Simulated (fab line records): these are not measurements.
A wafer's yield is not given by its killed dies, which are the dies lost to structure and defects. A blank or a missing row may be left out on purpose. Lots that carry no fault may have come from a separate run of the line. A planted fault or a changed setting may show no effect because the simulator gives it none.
Which tool did it? -- flow gf180mcu -- 13 lots with 39 wafers sampled at 4 steps, on a route of 602 steps

== WHAT THE GAUGES READ, wafer by wafer ==
GF_TOP_METAL_OVL_MEAS_15. Usual: TOP_METAL_OVL gives -0.1 nm (standard deviation 1.4).
lot,measured,on,TOP_METAL_OVL (nm),flag
L986,day 27 23:08,overlay-01,-1.1 -1.1 -0.1,
L987,day 28 05:18,overlay-02,-2.0 -1.1 -1.3,
L988,day 28 15:58,overlay-02,1.1 -0.4 -0.3,
L989,day 29 00:02,overlay-01,2.2 1.5 2.5,
L990,day 29 03:38,overlay-02,2.2 0.4 2.5,
L991,day 29 17:08,overlay-02,-2.3 0.5 -1.6,
L995,day 30 19:17,overlay-02,-2.1 -0.6 -1.0,
L996,day 31 09:17,overlay-01,-0.7 -0.9 0.7,
L998,day 31 14:34,overlay-01,1.1 -1.7 -0.1,
L101,day 32 07:50,overlay-01,-0.1 -0.4 0.4,
L106,day 33 15:23,overlay-02,2.0 2.2 1.8,
L107,day 33 21:59,overlay-01,2.3 -1.4 -0.5,
L108,day 34 08:08,overlay-01,-1.3 -2.2 -1.1,

GF_PASSIVATION_THK_MEAS_01. Usual: PASSIVATION_CVD_00_THK gives 999 nm (standard deviation 12).
lot,measured,on,PASSIVATION_CVD_00_THK (nm),flag
L986,day 27 23:57,filmMetro-03,989 1006 1012,
L987,day 28 06:16,filmMetro-03,1008 1014 1027,
L988,day 28 16:58,filmMetro-03,998 991 1017,
L989,day 29 00:51,filmMetro-03,975 976 979,
L990,day 29 04:27,filmMetro-03,991 988 996,
L991,day 29 18:03,filmMetro-01,988 1015 1020,
L995,day 30 20:06,filmMetro-04,991 987 1002,
L996,day 31 10:07,filmMetro-03,992 991 1016,
L998,day 31 15:24,filmMetro-04,991 999 1004,
L101,day 32 08:42,filmMetro-01,994 999 997,
L106,day 33 16:12,filmMetro-04,982 997 987,
L107,day 33 22:56,filmMetro-04,986 988 996,
L108,day 34 09:28,filmMetro-03,982 985 1000,

== TOOL THAT RAN EACH LOT (tool first, then ch and the chambers of the sampled wafers, then the start) ==
lot,GF_V5_STRIP_18,GF_TOP_METAL_SPUTTER_02
L986,"plasmaAsher-01 ch 0,1, day 26 23:05","pvdSputter-04, day 27 03:39"
L987,"plasmaAsher-03 ch 0,1, day 27 06:12","pvdSputter-02, day 27 09:30"
L988,"plasmaAsher-03 ch 0,1, day 27 19:35","pvdSputter-04, day 27 20:58"
L989,"plasmaAsher-03 ch 0,1, day 28 02:52","pvdSputter-03, day 28 04:13"
L990,"plasmaAsher-04 ch 0,1, day 28 06:43","pvdSputter-03, day 28 08:04"
L991,"plasmaAsher-01 ch 0,1, day 28 20:40","pvdSputter-04, day 28 22:03"
L995,"plasmaAsher-04 ch 0,1, day 29 23:34","pvdSputter-02, day 30 00:56"
L996,"plasmaAsher-01 ch 0,1, day 30 13:46","pvdSputter-03, day 30 15:28"
L998,"plasmaAsher-03 ch 0,1, day 30 19:14","pvdSputter-03, day 30 20:36"
L101,"plasmaAsher-03 ch 0,1, day 31 13:36","pvdSputter-04, day 31 14:55"
L106,"plasmaAsher-01 ch 0,1, day 32 22:40","pvdSputter-02, day 33 00:01"
L107,"plasmaAsher-04 ch 0,1, day 33 05:14","pvdSputter-02, day 33 06:35"
L108,"plasmaAsher-03 ch 0,1, day 33 15:22","pvdSputter-04, day 33 16:44"
- GF_V5_STRIP_18: strips in O2/N2.
- GF_TOP_METAL_SPUTTER_02: material AlCu, target thk 900 nm, time 47.82 s.

== WHAT THE TOOLS THEMSELVES READ (means of the sampled wafers that have a number; where no wafer has one, the mark that the record gives instead) ==
GF_V5_STRIP_18. Usual: drypumpMotorCurrentA 5.7 A, standard deviation 0.48; heaterPowerW 327 W, standard deviation 16; o2FlowSccm 2999 sccm, standard deviation 9.2; oesProductAu 0.570 a.u., standard deviation 0.0045.
lot,tool,drypumpMotorCurrentA (A),heaterPowerW (W),o2FlowSccm (sccm),oesProductAu (a.u.),flag
L986,plasmaAsher-01,5.7,344,3001,0.569,
L987,plasmaAsher-03,5.1,327,2996,0.572,
L988,plasmaAsher-03,5.1,321,3003,0.572,
L989,plasmaAsher-03,5.3,325,3000,0.566,
L990,plasmaAsher-04,6.1,316,2999,0.570,
L991,plasmaAsher-01,5.9,361,2993,0.565,
L995,plasmaAsher-04,6.1,319,2991,0.567,
L996,plasmaAsher-01,5.8,345,2989,0.574,
L998,plasmaAsher-03,5.1,319,2994,0.568,
L101,plasmaAsher-03,5.1,320,3005,0.571,
L106,plasmaAsher-01,6.0,351,3003,0.571,
L107,plasmaAsher-04,6.1,319,2996,0.571,
L108,plasmaAsher-03,5.1,318,2993,0.568,

GF_TOP_METAL_SPUTTER_02. Usual: chamberPressurePa 0.3000 Pa, standard deviation 0.00065; throttleValvePct 30.3 %, standard deviation 1.1.
lot,tool,chamberPressurePa (Pa),throttleValvePct (%),flag
L986,pvdSputter-04,0.2999,29.7,
L987,pvdSputter-02,0.3001,30.2,
L988,pvdSputter-04,0.3007,28.9,
L989,pvdSputter-03,0.3001,30.3,
L990,pvdSputter-03,0.2998,30.6,
L991,pvdSputter-04,0.2997,30.7,
L995,pvdSputter-02,0.3001,29.6,
L996,pvdSputter-03,0.2840,31.2,OFF
L998,pvdSputter-03,0.2834,31.9,OFF
L101,pvdSputter-04,0.3004,29.0,
L106,pvdSputter-02,0.2996,29.8,
L107,pvdSputter-02,0.3001,29.6,
L108,pvdSputter-04,0.3002,29.8,

== THE ANSWER, worked out from the rows above alone ==
Rule: lot off if the mean of its wafers having a number is beyond 3 standard deviations from the usual mean. A lot without any number at a reading at which 4 lots or more have one is off too. Any other lot the step has rows for is counted as sound. After the gauges, taken in route order, come the tools' own readings; for these a lot's mean is taken, as printed above. At the first step where some lot is off, the reading lying furthest off is the one used; lots without a number count as furthest.
Off: L996, L998, at GF_TOP_METAL_SPUTTER_02 (chamberPressurePa).
If a tool, at that step or one of the process steps before it, ran each lot that is off and ran no sound lot following the first of them, it fits. One fits: GF_TOP_METAL_SPUTTER_02 on pvdSputter-03. Its last sound lot is L990 (day 28 08:04), its first lot that is off L996 (day 30 15:28): a fault that began between those two fits.
The tool's own readings at GF_TOP_METAL_SPUTTER_02 bear it out: on the lots that are off they differ by more than 5 times the standard deviation of the sound lots' means. chamberPressurePa reads 0.2837 Pa there against 0.3001 Pa on the sound lots.

== WHAT THE SIMULATOR PUT IN ==
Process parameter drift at GF_TOP_METAL_SPUTTER_02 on pvdSputter-03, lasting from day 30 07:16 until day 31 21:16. A move of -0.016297 in setting chamberPressurePa, from 0.3. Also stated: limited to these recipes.
Shown lots that were struck: L996, L998. The rule given above showed the same thing.
